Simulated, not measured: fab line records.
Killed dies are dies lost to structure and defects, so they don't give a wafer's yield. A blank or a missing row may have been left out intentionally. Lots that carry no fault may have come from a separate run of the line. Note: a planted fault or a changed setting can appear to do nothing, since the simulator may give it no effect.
fab line records | flow sky130
[record] lots = 6 wafers = 18 last-day = 50
route steps=708 shown VT_ADJUST_HVTP@93 VT_ADJUST_LVTN@97 PAD_OPEN@708
lots untouched by any fault: they come from a run of this same line in which no faults occurred
start-h: hours from the record's first day to the start of the lot's first wafer shown | wait-h: hours since the lot's step before | " as in the row above | L1.1+2: a single row standing in for several wafers | - either no value or no given start | * or withheld: withheld | < > ~ a bound
route shown NAME@n: a module of which the file shows steps, and the number in the route of the first | usual: average and standard deviation across the fault-free wafers | same: alike in all rows | chamber/n: place in a boat | sites: readings site by site | _std_site: their standard deviation | _edge_site: the outer-site mean with the inner-site mean subtracted | radius-mm: for every site, how far away it sits from the centre of the wafer | mask NAME#n: copy n | behind: the last tool/chamber to shape the wafer | hold: reason for holding the lot/hours on hold/outcome of the hold | device: the transistor (n, p or np) that didn't switch | end of line: tests run on the same wafers once the route is complete | where a step has no rows: the recipe by itself | killed: the dies lost at the first sort to structure and to defects; this is not the yield of the wafer | map: per-die view of a wafer (x killed, . not killed, _ where there is no die)
set.NAME: the setting the step ran with; set.NAME@STEP: the setting that earlier step ran with | model.NAME: the simulator's own value behind a step, which no gauge read
lots at some steps of the route; a table a step, a row a wafer
services: the hour from which a tool's chamber was out of use, counted from the record's first day as start-h (under 0 if before that day), plus the number of hours and why
[[steps]]
[step SKY_VT_ADJUST_HVTP_OVL_MEAS_08]
[usual] VT_ADJUST_HVTP_OVL = -2.0/1.2
// columns lot.wafer tool chamber start-h wait-h VT_ADJUST_HVTP_OVL[nm]
L165.2 overlay-01 - 140.48 0.1 -1.0
L165.3 " - " " 0.1
L165.4 " - " " -1.0
L176.1 overlay-02 - 208.53 0.1 -2.7
L176.4 " - " " -2.8
L176.6 " - " " 0.6
L179.4 overlay-01 - 233.30 0.1 -1.9
L179.5 " - " " -3.6
L179.6 " - " " -4.4
L184.1 overlay-01 - 260.66 0.1 -1.4
L184.2 " - " " -2.7
L184.6 " - " " -5.3
L185.1 overlay-02 - 263.88 0.1 -1.6
L185.3 " - " " -2.7
L185.6 " - " " -0.9
L186.2 overlay-02 - 270.12 0.1 -3.2
L186.4 " - " " 0.9
L186.5 " - " " -1.8
[step SKY_VT_ADJUST_HVTP_IMPLANT_09]
[recipe] species = As energy-kev = 150 dose-cm2 = 4.357e+12 tilt-deg = withheld
[step SKY_VT_ADJUST_HVTP_STRIP_10]
[recipe] chemistry = O2/N2 power-w = 1400 pressure-mtorr = 1500 platen-temp-c = withheld o2-flow-sccm = 3000 n2-flow-sccm = 300 overash-fraction = 0.5
[usual] drypump-motor-current-A = 5.78/0.27 oes-product-au = 0.716/0.0042 strip-time-to-endpoint-s = 14.18/0.045
// columns lot.wafer tool chamber start-h wait-h drypump-motor-current-A oes-product-au rf-hours-counter-h strip-time-to-endpoint-s
L165.2 plasma-asher-04 1 140.66 0.1 5.70 0.713 2 14.19
L165.3 " 1 " " 5.72 0.721 - 14.22
L165.4 " 0 " " 5.84 0.718 - 14.27
L176.1 plasma-asher-04 0 208.71 0.1 5.86 0.707 8 14.16
L176.4 " 0 " " 5.88 0.718 - 14.11
L176.6 " 1 " " 5.74 0.716 - 14.16
L179.4 plasma-asher-01 0 233.50 0.1 5.25 0.711 - 14.19
L179.5 " 0 " " 5.27 0.721 - 14.22
L179.6 " 1 " " 5.47 0.712 - 14.25
L184.1 plasma-asher-03 0 260.88 0.1 5.82 0.714 58 14.13
L184.2 " 1 " " 6.18 0.718 58 14.09
L184.6 " 0 " " 5.84 0.721 - 14.10
L185.1 plasma-asher-04 1 264.06 0.1 5.73 0.713 14 14.18
L185.3 " 0 " " 5.85 0.718 - 14.22
L185.6 " 1 " " 5.74 0.710 - 14.20
L186.2 plasma-asher-04 0 270.30 0.1 5.79 0.713 15 14.17
L186.4 " 1 " " 5.71 0.718 - 14.21
L186.5 " 1 " " 5.70 0.715 - 14.16
[step SKY_VT_ADJUST_HVTP_TW_MEAS_11]
[usual] VT_ADJUST_HVTP_TW = 1365/7.9
// columns lot.wafer tool chamber start-h wait-h VT_ADJUST_HVTP_TW
L165.2 film-metro-02 - 140.77 0.1 1361
L165.3 " - " " 1365
L165.4 " - " " 1354
L176.1 film-metro-01 - 208.81 0.1 1365
L176.4 " - " " 1361
L176.6 " - " " 1356
L179.4 film-metro-02 - 233.59 0.1 1355
L179.5 " - " " 1354
L179.6 " - " " 1362
L184.1 film-metro-01 - 260.98 0.1 1364
L184.2 " - " " 1368
L184.6 " - " " 1365
L185.1 film-metro-01 - 264.16 0.1 1341
L185.3 " - " " 1358
L185.6 " - " " 1348
L186.2 film-metro-01 - 270.41 0.1 1350
L186.4 " - " " 1342
L186.5 " - " " 1352
[step SKY_VT_ADJUST_LVTN_DEHYDRATE_00]
[recipe] temp-c = 200 time-s = 60
[step SKY_VT_ADJUST_LVTN_HMDS_01]
[recipe] prime-time-s = 60 prime-temp-c = 120
[step SKY_VT_ADJUST_LVTN_COAT_02]
[recipe] spin-rpm = 2000 resist-thk-nm = 3000
[step SKY_VT_ADJUST_LVTN_SOFTBAKE_03]
[recipe] temp-c = 110 time-s = withheld
[step SKY_VT_ADJUST_LVTN_EXPOSE_04]
[recipe] mask-id = NWM_COMPLEMENT_LESS_NATIVE na = 0.6 source-shape = conventional sigma-outer = 0.6 polarization = unpolarized target-cd-nm = 840 dose-mj = 194
[step SKY_VT_ADJUST_LVTN_PEB_05]
[recipe] temp-c = 115 time-s = withheld
[step SKY_VT_ADJUST_LVTN_DEVELOP_06]
[recipe] wall-angle-deg = 90 developer = TMAH develop-time-s = 60 dev-temp-c = 23
[step SKY_VT_ADJUST_LVTN_OVL_MEAS_07]
[usual] VT_ADJUST_LVTN_OVL = 0.2/1.2
// columns lot.wafer tool chamber start-h wait-h VT_ADJUST_LVTN_OVL[nm]
L165.2 overlay-02 - 159.50 - -1.1
L165.3 " - " " -0.5
L165.4 " - " " -0.5
L176.1 overlay-01 - 230.89 - 0.1
L176.4 " - " " 1.3
L176.6 " - " " 0.5
L179.4 overlay-02 - 256.03 - 0.9
L179.5 " - " " -0.9
L179.6 " - " " 2.0
L184.1 overlay-01 - 284.74 - 2.2
L184.2 " - " " 0.2
L184.6 " - " " 1.0
L185.1 overlay-01 - 287.91 - -0.9
L185.3 " - " " -0.3
L185.6 " - " " -0.6
L186.2 overlay-02 - 294.79 - 0.3
L186.4 " - " " 1.1
L186.5 " - " " 0.3
[step SKY_VT_ADJUST_LVTN_IMPLANT_08]
[recipe] species = B energy-kev = 30 dose-cm2 = 1.57e+12 tilt-deg = withheld
[usual] dose-ions-cm2 = 1.5696e+12/1.3e+09 faraday-current-uA = 8.87/0.17
// columns lot.wafer tool chamber start-h wait-h dose-ions-cm2 faraday-current-uA
L165.2 implanter-02 0 159.55 0.0 1.5692e+12 8.80
L165.3 " 0 " " 1.5684e+12 8.88
L165.4 " 0 " " 1.5672e+12 8.75
L176.1 implanter-04 0 230.92 0.0 1.5705e+12 8.95
L176.4 " 0 " " 1.5686e+12 8.52
L176.6 " 0 " " 1.5688e+12 8.84
L179.4 implanter-03 0 256.12 0.1 1.5696e+12 8.87
L179.5 " 0 " " 1.5689e+12 9.21
L179.6 " 0 " " 1.5699e+12 9.06
L184.1 implanter-03 0 284.78 0.0 1.1043e+12 5.99
L184.2 " 0 " " 1.1049e+12 6.25
L184.6 " 0 " " 1.1031e+12 6.25
L185.1 implanter-03 0 287.94 0.0 1.1045e+12 6.18
L185.3 " 0 " " 1.1043e+12 6.30
L185.6 " 0 " " 1.1048e+12 6.24
L186.2 implanter-04 0 294.85 0.0 1.571e+12 8.73
L186.4 " 0 " " 1.5691e+12 9.02
L186.5 " 0 " " 1.5705e+12 8.93
[step SKY_VT_ADJUST_LVTN_STRIP_09]
[recipe] chemistry = O2/N2 power-w = 1400 pressure-mtorr = 1500 platen-temp-c = withheld o2-flow-sccm = 3000 n2-flow-sccm = 300 overash-fraction = 0.5
[usual] drypump-motor-current-A = 5.7/0.48 oes-product-au = 0.723/0.0046 strip-time-to-endpoint-s = 36.93/0.1
// columns lot.wafer tool chamber start-h wait-h drypump-motor-current-A oes-product-au rf-hours-counter-h strip-time-to-endpoint-s
L165.2 plasma-asher-03 1 159.68 0.1 6.2 0.721 49 36.92
L165.3 " 0 " " 5.8 0.719 - 36.91
L165.4 " 1 " " 6.2 0.716 - 36.81
L176.1 plasma-asher-03 0 231.07 0.1 5.8 0.726 56 37.00
L176.4 " 0 " " 5.8 0.726 - 37.09
L176.6 " 0 " " 5.8 0.724 - 37.03
L179.4 plasma-asher-02 1 256.23 0.1 4.8 0.723 - 36.90
L179.5 " 1 " " 4.8 0.720 - 36.80
L179.6 " 0 " " 6.1 0.725 - 36.94
L184.1 plasma-asher-03 0 284.93 0.1 5.8 0.723 60 36.96
L184.2 " 1 " " 6.2 0.717 60 37.00
L184.6 " 1 " " 6.2 0.724 - 36.96
L185.1 plasma-asher-01 0 288.09 0.1 5.3 0.723 59 37.00
L185.3 " 1 " " 5.5 0.724 - 37.12
L185.6 " 1 " " 5.5 0.726 - 37.02
L186.2 plasma-asher-01 1 294.97 0.1 5.5 0.726 60 36.90
L186.4 " 1 " " 5.5 0.719 - 36.82
L186.5 " 0 " " 5.3 0.721 - 36.99
[step SKY_VT_ADJUST_LVTN_TW_MEAS_10]
[usual] VT_ADJUST_LVTN_TW = 241.6/1.1
// columns lot.wafer tool chamber start-h wait-h hold VT_ADJUST_LVTN_TW
L165.2 film-metro-02 - 159.79 0.1 - 242.4
L165.3 " - " " - 241.7
L165.4 " - " " - 241.1
L176.1 film-metro-01 - 231.17 0.1 - 241.6
L176.4 " - " " - 240.8
L176.6 " - " " - 241.5
L179.4 film-metro-01 - 256.32 0.1 - 242.9
L179.5 " - " " - 243.3
L179.6 " - " " - 241.5
L184.1 film-metro-01 - 285.03 0.1 await-dispo/0.2h/release 216.4
L184.2 " - " " await-dispo/0.2h/release 217.4
L184.6 " - " " await-dispo/0.2h/release 216.6
L184.1 film-metro-01 - 285.25 0.2 - 216.6
L184.2 " - " " - 216.1
L184.6 " - " " - 216.7
L185.1 film-metro-01 - 288.19 0.1 await-dispo/0.2h/release 219.3
L185.3 " - " " await-dispo/0.2h/release 218.2
L185.6 " - " " await-dispo/0.2h/release 217.9
L185.1 film-metro-01 - 288.42 0.2 - 218.8
L185.3 " - " " - 217.5
L185.6 " - " " - 219.4
L186.2 film-metro-01 - 295.08 0.1 - 240.7
L186.4 " - " " - 242.2
L186.5 " - " " - 242.2
[step SKY_PAD_OPEN_PROBE_99]
[usual] killed_at_M0_to_M3 = 42/6.4 killed_at_M4_up = 2.9/1.7 killed-at-contacts = 25/5.2 killed-at-front-end = 16/4.4 killed-at-other = 0.4/0.65 killed-dies = 86/9.2 killed-on-rim = 17/3.9 killed-open = 47/6.6 killed-short = 39/5.8
[same] gross-dies = 492 killed-at-back-side = 0
// columns lot.wafer tool chamber start-h wait-h killed_at_M0_to_M3 killed_at_M4_up killed-at-contacts killed-at-front-end killed-at-other killed-dies killed-on-rim killed-open killed-short model.etest.nfet_01v8_lvt.vt-sat-v model.etest.nfet_01v8_lvt.body-rise-v
L165.2 prober-02 - 1083.01 0.1 46 1 25 10 0 82 14 48 34 0.5401 0.1478
L165.3 prober-02 - 1083.06 0.2 50 4 32 21 1 108 19 52 54 0.5298 0.1441
L165.4 prober-02 - 1083.11 0.2 39 5 36 20 0 100 24 57 42 0.537 0.1466
L176.1 prober-02 - 1155.88 0.1 36 3 20 18 0 77 16 41 36 0.5369 0.1504
L176.4 prober-02 - 1156.03 0.2 48 2 22 16 1 89 18 46 41 0.5427 0.1497
L176.6 prober-02 - 1156.13 0.2 33 5 22 12 1 73 19 39 33 0.539 0.1508
L179.4 prober-02 - 1173.81 0.2 43 2 25 10 0 80 15 46 34 0.5404 0.1501
L179.5 prober-02 - 1173.86 0.2 43 2 28 18 3 94 19 56 37 0.5542 0.1498
L179.6 prober-02 - 1173.91 0.2 41 2 41 9 0 93 20 62 31 0.5436 0.1474
L185.1 prober-01 - 1195.86 0.1 43 2 20 11 0 76 16 43 32 0.5193 0.1396
L185.3 prober-01 - 1195.96 0.2 39 3 27 16 0 85 21 50 33 0.5265 0.1392
L185.6 prober-01 - 1196.11 0.2 42 4 29 19 1 95 19 54 40 0.5124 0.1368
L184.1 prober-02 - 1198.12 0.1 46 4 24 19 0 93 17 50 42 0.5252 0.1412
L184.2 prober-02 - 1198.17 0.1 46 2 27 27 1 103 22 48 51 0.5301 0.1395
L184.6 prober-02 - 1198.37 0.2 39 6 18 25 0 88 14 55 33 0.5275 0.1406
L186.2 prober-02 - 1202.06 0.1 46 4 21 17 0 88 25 43 45 0.5549 0.1498
L186.4 prober-02 - 1202.16 0.2 53 6 32 11 0 102 15 59 43 0.543 0.1511
L186.5 prober-02 - 1202.21 0.2 50 5 26 13 0 94 22 51 43 0.5495 0.1478
// killed by level:class
L165.2 VIA2:geometric-particle:open=12 VIA1:geometric-particle:open=11 LI_CONTACT:geometric-particle:open=7 CONTACT:geometric-particle:open=7 CONTACT:geometric-particle:short=5 METAL2:geometric-particle:short=5 METAL1:geometric-particle:short=5 FIELD_ISO:geometric-particle:open=4
L165.3 CONTACT:geometric-particle:open=11 VIA3:geometric-particle:open=10 VIA2:geometric-particle:open=9 CONTACT:geometric-particle:short=7 LI_CONTACT:geometric-particle:open=6 FIELD_ISO:geometric-particle:short=5 POLY_GATE:geometric-particle:open=5 LOCAL_INTERCONNECT:geometric-particle:short=5
L165.4 CONTACT:geometric-particle:open=17 VIA1:geometric-particle:open=8 VIA2:geometric-particle:open=7 LI_CONTACT:geometric-particle:open=6 LOCAL_INTERCONNECT:geometric-particle:short=6 FIELD_ISO:geometric-particle:short=5 CONTACT:geometric-particle:short=5 VIA3:geometric-particle:short=5
L176.1 CONTACT:geometric-particle:open=8 CONTACT:geometric-particle:short=7 VIA1:geometric-particle:open=7 VIA2:geometric-particle:open=6 FIELD_ISO:geometric-particle:short=5 POLY_GATE:geometric-particle:open=5 VIA3:geometric-particle:open=4 METAL3:geometric-particle:short=4
L176.4 VIA1:geometric-particle:open=12 CONTACT:geometric-particle:open=10 VIA2:geometric-particle:open=9 METAL1:geometric-particle:short=6 FIELD_ISO:geometric-particle:short=5 VIA1:geometric-particle:short=5 VIA2:geometric-particle:short=5 LI_CONTACT:geometric-particle:open=4
L176.6 CONTACT:geometric-particle:open=9 VIA2:geometric-particle:open=8 METAL1:geometric-particle:short=7 CONTACT:geometric-particle:short=5 VIA3:geometric-particle:open=5 LOCAL_INTERCONNECT:geometric-particle:short=4 VIA1:geometric-particle:open=4 POLY_GATE:geometric-particle:open=3
L179.4 CONTACT:geometric-particle:open=10 VIA1:geometric-particle:short=7 VIA3:geometric-particle:open=7 LI_CONTACT:geometric-particle:short=6 FIELD_ISO:geometric-particle:open=5 VIA1:geometric-particle:open=5 VIA2:geometric-particle:open=5 METAL3:geometric-particle:short=4
L179.5 CONTACT:geometric-particle:open=10 VIA1:geometric-particle:open=10 VIA3:geometric-particle:open=8 LI_CONTACT:geometric-particle:open=7 VIA2:geometric-particle:open=7 FIELD_ISO:geometric-particle:open=5 VIA1:geometric-particle:short=5 FIELD_ISO:geometric-particle:short=4
L179.6 LI_CONTACT:geometric-particle:open=16 CONTACT:geometric-particle:open=14 VIA2:geometric-particle:open=6 VIA1:geometric-particle:open=6 VIA3:geometric-particle:open=6 LOCAL_INTERCONNECT:geometric-particle:short=5 METAL2:geometric-particle:short=5 POLY_GATE:geometric-particle:open=4
L185.1 VIA2:geometric-particle:open=9 CONTACT:geometric-particle:open=8 VIA3:geometric-particle:open=7 VIA1:geometric-particle:open=7 VIA2:geometric-particle:short=6 LI_CONTACT:geometric-particle:open=4 VIA1:geometric-particle:short=4 METAL3:geometric-particle:short=4
L185.3 CONTACT:geometric-particle:open=10 VIA1:geometric-particle:open=8 VIA2:geometric-particle:open=7 LI_CONTACT:geometric-particle:open=6 METAL1:geometric-particle:short=5 FIELD_ISO:geometric-particle:short=4 POLY_CUT:geometric-particle:open=4 LOCAL_INTERCONNECT:geometric-particle:open=4
L185.6 LI_CONTACT:geometric-particle:open=10 CONTACT:geometric-particle:open=8 VIA1:geometric-particle:open=7 VIA2:geometric-particle:open=7 METAL2:geometric-particle:short=6 VIA3:geometric-particle:open=5 FIELD_ISO:geometric-particle:short=4 POLY_CUT:geometric-particle:short=4
L184.1 VIA1:geometric-particle:open=15 FIELD_ISO:geometric-particle:short=8 LI_CONTACT:geometric-particle:open=8 CONTACT:geometric-particle:open=7 CONTACT:geometric-particle:short=6 VIA3:geometric-particle:open=6 FIELD_ISO:geometric-particle:open=4 METAL1:geometric-particle:short=4
L184.2 VIA1:geometric-particle:open=11 METAL1:geometric-particle:short=9 CONTACT:geometric-particle:open=8 LI_CONTACT:geometric-particle:open=6 CONTACT:geometric-particle:short=6 VIA3:geometric-particle:open=6 FIELD_ISO:geometric-particle:short=5 POLY_GATE:geometric-particle:short=5
L184.6 CONTACT:geometric-particle:open=9 VIA1:geometric-particle:open=9 FIELD_ISO:geometric-particle:open=7 POLY_GATE:geometric-particle:open=7 VIA3:geometric-particle:open=6 FIELD_ISO:geometric-particle:short=5 LI_CONTACT:geometric-particle:open=4 METAL1:geometric-particle:short=4
L186.2 VIA3:geometric-particle:open=9 METAL1:geometric-particle:short=8 CONTACT:geometric-particle:open=8 VIA1:geometric-particle:open=6 VIA1:geometric-particle:short=5 SPACER:geometric-particle:open=4 LI_CONTACT:geometric-particle:short=4 METAL2:geometric-particle:short=4
L186.4 CONTACT:geometric-particle:open=13 METAL1:geometric-particle:short=9 VIA1:geometric-particle:open=9 METAL2:geometric-particle:short=8 LI_CONTACT:geometric-particle:open=7 VIA2:geometric-particle:open=6 VIA3:geometric-particle:open=6 FIELD_ISO:geometric-particle:open=4
L186.5 VIA3:geometric-particle:open=13 VIA1:geometric-particle:open=9 METAL2:geometric-particle:short=9 LI_CONTACT:geometric-particle:open=8 CONTACT:geometric-particle:open=8 LOCAL_INTERCONNECT:geometric-particle:short=5 VIA2:geometric-particle:open=5 POLY_GATE:geometric-particle:short=4
[[services]]
// columns tool chamber start-h hours kind
plasma-asher-04 0 117.75 - clean
plasma-asher-04 1 117.75 - clean
implanter-02 - 127.71 1.4 repair
implanter-03 - 135.41 2.0 repair
implanter-04 - 147.05 4.2 pm
implanter-04 - 163.44 9.1 repair
implanter-04 - 187.40 4.2 pm
implanter-03 - 220.61 4.3 pm
plasma-asher-03 - 235.53 15.6 pm
implanter-02 - 250.43 6.7 pm
implanter-02 - 258.09 78.3 pm
plasma-asher-01 - 258.44 1.0 repair
implanter-04 - 278.84 1.3 repair
plasma-asher-03 - 288.07 14.6 pm
[[key]]
[first-sign] step = SKY_VT_ADJUST_LVTN_IMPLANT_08 reading = dose-ions-cm2 direction = down sigmas = 99+ usual = * struck = *
[effect] step = SKY_VT_ADJUST_LVTN_IMPLANT_08 reading = faraday-current-uA direction = down sigmas = 16 usual = 8.87 struck = 6.20
[effect] step = SKY_VT_ADJUST_LVTN_TW_MEAS_10 reading = visit direction = added
[effect] step = SKY_VT_ADJUST_LVTN_TW_MEAS_10 reading = VT_ADJUST_LVTN_TW direction = down sigmas = 23 usual = 241.6 struck = 217.6
[model-effect] step = SKY_PAD_OPEN_PROBE_99 value = etest.nfet_01v8_lvt.vt-sat-v without = 0.5422 struck = 0.5235
met-at SKY_VT_ADJUST_LVTN_IMPLANT_08
struck-wafers L184.1,L184.2,L184.6,L185.1,L185.3,L185.6
tester-left-out L184,L185
onset-between 256.12 284.78
[fault] kind = process-parameter-drift tool = implanter-03 chamber = - onset-h = 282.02 steps = SKY_VT_ADJUST_LVTN_IMPLANT_08 channel = dose-cm2 offset = * shape = step end-h = 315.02 acts-in = * stated = *
// tester-left-out: of these lots the tester's yield and bins aren't shown, on N5 and GAA mostly nor the transistor test; their killed dies are dies lost to structure and defects alone, not to doping, threshold or leakage, so they don't give the yield
